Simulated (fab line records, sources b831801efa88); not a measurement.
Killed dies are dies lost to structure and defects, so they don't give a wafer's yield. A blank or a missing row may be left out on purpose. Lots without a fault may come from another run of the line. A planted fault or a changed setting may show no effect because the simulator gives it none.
Chamber matching | flow sky130 | SKY_VIA1_ETCH_15 on rie_diel-02: 4 sister chambers
The step etches SiO2 in C4F8/O2/Ar, stops on TiN, target depth 351 nm, time 54 s. 16 wafers are shown with their chamber, then 8 later ones without.

WAFERS WITH THEIR CHAMBER
wafer  | chamber | oes_product_au (a.u.)
L492.3 | 1       | 0.983
L492.4 | 0       | 0.978
L492.5 | 2       | 0.984
L495.2 | 1       | 0.983
L495.3 | 0       | 0.980
L495.4 | 3       | 0.985
L496.2 | 1       | 0.987
L496.5 | 0       | 0.980
L496.6 | 3       | 0.984
L500.4 | 1       | 0.992
L500.5 | 2       | 0.991
L500.6 | 1       | 0.978
L501.3 | 3       | 0.984
L501.4 | 1       | 0.987
L501.6 | 2       | 0.984
L503.1 | 1       | 0.984

SIGNATURES (means of the wafers above)
reading        | chamber 0 | chamber 1 | chamber 2 | chamber 3 | scatter within a chamber
oes_product_au | 0.97933   | 0.98486   | 0.98633   | 0.98433   | 0.00355
Rule: a wafer's distance from a chamber is the root of the sum, over the readings, of the square of ((its reading less the chamber's mean) divided by the reading's scatter). The wafer belongs to the nearest chamber; if the next one is less than 2 further off, it can't be placed. The scatter: the root of (the sum of the squares of (reading less its chamber's mean) over the shown wafers, divided by (wafers less chambers)).

WAFERS WITHOUT THEIR CHAMBER
wafer  | oes_product_au (a.u.)
L503.4 | 0.979
L503.5 | 0.982
L511.1 | 0.983
L511.2 | 0.984
L511.4 | 0.987
L514.2 | 0.979
L514.4 | 0.981
L514.5 | 0.984

WHICH CHAMBER EACH WENT THROUGH
wafer  | from the rows above               | in truth
L503.4 | can't be placed: 0 or 3 or 1 or 2 | 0
L503.5 | can't be placed: 3 or 0 or 1 or 2 | 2
L511.1 | can't be placed: 3 or 1 or 2 or 0 | 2
L511.2 | can't be placed: 3 or 1 or 2 or 0 | 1
L511.4 | can't be placed: 2 or 1 or 3 or 0 | 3
L514.2 | can't be placed: 0 or 3 or 1 or 2 | 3
L514.4 | can't be placed: 0 or 3 or 1 or 2 | 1
L514.5 | can't be placed: 3 or 1 or 2 or 0 | 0
Placed correctly: 0 of 8. Can't be placed from these rows: 8 (the true chamber is among the candidates in 8). Placed wrongly: 0.
